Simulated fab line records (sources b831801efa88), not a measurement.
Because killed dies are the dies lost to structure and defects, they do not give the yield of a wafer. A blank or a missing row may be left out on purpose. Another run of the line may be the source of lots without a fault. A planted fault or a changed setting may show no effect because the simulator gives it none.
Comparing a struck lot with a sound one + flow sky130 + 21 out of 708 route steps
Sound: wafers L697.2, L697.4, L697.5. Wafers struck: L691.5, L691.6. The cause is given at the end.
For every step that has rows: the tool of each side, followed by ch and its chambers, followed by its first start. Under that, the readings that differ: sound wafers + struck wafers + difference of the means + sigmas: that difference in standard deviations of wafers without a fault.
alike: readings with means less than 2 such deviations apart, plus words and numbers identical on both sides. not compared: withheld readings, readings lacking a value on some wafer, bounds such as >300 that could conceal the same value, and numbers that have no deviation in the record and whose values overlap.
A row with sigmas, a row that says differs or no value, or rows on one side alone: a step with any of these is where the two part. When numbers do not overlap yet have no deviation, they are printed without sigmas and do not part them. A reading that every wafer of one side lacks parts them only if that side has two wafers or more.

first, 5 steps without rows for these wafers: SKY_VT_ADJUST_HVTP_COAT_02 (resist thk 1140 nm); SKY_VT_ADJUST_HVTP_SOFTBAKE_03 (time 60 s); SKY_VT_ADJUST_HVTP_EXPOSE_04 (exposes mask HVTPM, target cd 380 nm); SKY_VT_ADJUST_HVTP_PEB_05; SKY_VT_ADJUST_HVTP_DEVELOP_06 (develop time 60 s).
SKY_VT_ADJUST_HVTP_CD_MEAS_07 targets a cd of 380 nm.
  sound on cd_sem-02, day 11 18:07; struck on cd_sem-01, day 10 09:09
  alike: cd_nm
SKY_VT_ADJUST_HVTP_OVL_MEAS_08:
  sound on overlay-02, day 11 18:13; struck on overlay-02, day 10 09:13
  alike: VT_ADJUST_HVTP_OVL
next, for these wafers, 1 step has no rows: SKY_VT_ADJUST_HVTP_IMPLANT_09.
SKY_VT_ADJUST_HVTP_STRIP_10: strips in O2/N2.
  sound on plasma_asher-01 ch 0,1, day 11 18:24; struck on plasma_asher-04 ch 0,1, day 10 09:26
| reading                      | sound             | struck      | difference | sigmas |
|------------------------------|-------------------|-------------|------------|--------|
| strip_time_to_endpoint_s (s) | 14.12 14.18 14.16 | 14.25 14.24 | +0.09      | +2     |
  alike: drypump_motor_current_A, n2_flow_sccm, oes_product_au
  not compared: rf_hours_counter_h
SKY_VT_ADJUST_HVTP_TW_MEAS_11:
  sound on film_metro-02, day 11 18:31; struck on film_metro-04, day 10 09:31
  alike: VT_ADJUST_HVTP_TW
then, 2 steps without rows for these wafers: SKY_VT_ADJUST_LVTN_DEHYDRATE_00 (time 60 s); SKY_VT_ADJUST_LVTN_HMDS_01 (prime time 60 s).
SKY_VT_ADJUST_LVTN_COAT_02: resist thk 3000 nm.
  sound on litho_track-02 ch 0, day 12 05:48; struck on litho_track-01 ch 0, day 10 21:19
| reading                                          | sound          | struck    | difference | sigmas |
|--------------------------------------------------|----------------|-----------|------------|--------|
| model.coat_of_VT_ADJUST_LVTN_COAT_02.thk_nm (nm) | 2998 3008 2998 | 2891 2889 | -111       |        |
  alike: chill_plate_temp_C
then, 3 steps without rows for these wafers: SKY_VT_ADJUST_LVTN_SOFTBAKE_03; SKY_VT_ADJUST_LVTN_EXPOSE_04 (exposes mask NWM COMPLEMENT LESS NATIVE, target cd 840 nm); SKY_VT_ADJUST_LVTN_PEB_05.
SKY_VT_ADJUST_LVTN_DEVELOP_06: develop time 60 s.
  sound: litho_track-04 ch 0; struck: litho_track-01 ch 0
| reading                                          | sound          | struck    | difference | sigmas |
|--------------------------------------------------|----------------|-----------|------------|--------|
| model.coat_of_VT_ADJUST_LVTN_COAT_02.thk_nm (nm) | 2994 3003 2993 | 2887 2885 | -111       |        |
  alike: chill_plate_temp_C
SKY_VT_ADJUST_LVTN_OVL_MEAS_07:
  sound on overlay-02, day 12 17:52; struck on overlay-02, day 11 08:17
  alike: VT_ADJUST_LVTN_OVL
next, for these wafers, 1 step has no rows: SKY_VT_ADJUST_LVTN_IMPLANT_08.
SKY_VT_ADJUST_LVTN_STRIP_09: strips in O2/N2.
  sound on plasma_asher-01 ch 0,1, day 12 18:02; struck on plasma_asher-04 ch 0,1, day 11 08:31
| reading                      | sound             | struck      | difference | sigmas |
|------------------------------|-------------------|-------------|------------|--------|
| strip_time_to_endpoint_s (s) | 36.88 37.01 36.89 | 35.65 35.65 | -1.28      | -13    |
  alike: drypump_motor_current_A, n2_flow_sccm, oes_product_au
  not compared: rf_hours_counter_h
SKY_VT_ADJUST_LVTN_TW_MEAS_10:
  sound on film_metro-01, day 12 18:09; struck on film_metro-01, day 11 08:35
  alike: VT_ADJUST_LVTN_TW

## WHERE THEY PART
Last at SKY_VT_ADJUST_LVTN_STRIP_09 as far as this record goes, first at SKY_VT_ADJUST_HVTP_STRIP_10. Later steps at which nothing parts them and some readings are alike: SKY_VT_ADJUST_LVTN_TW_MEAS_10.

WHY: what the simulator had put in
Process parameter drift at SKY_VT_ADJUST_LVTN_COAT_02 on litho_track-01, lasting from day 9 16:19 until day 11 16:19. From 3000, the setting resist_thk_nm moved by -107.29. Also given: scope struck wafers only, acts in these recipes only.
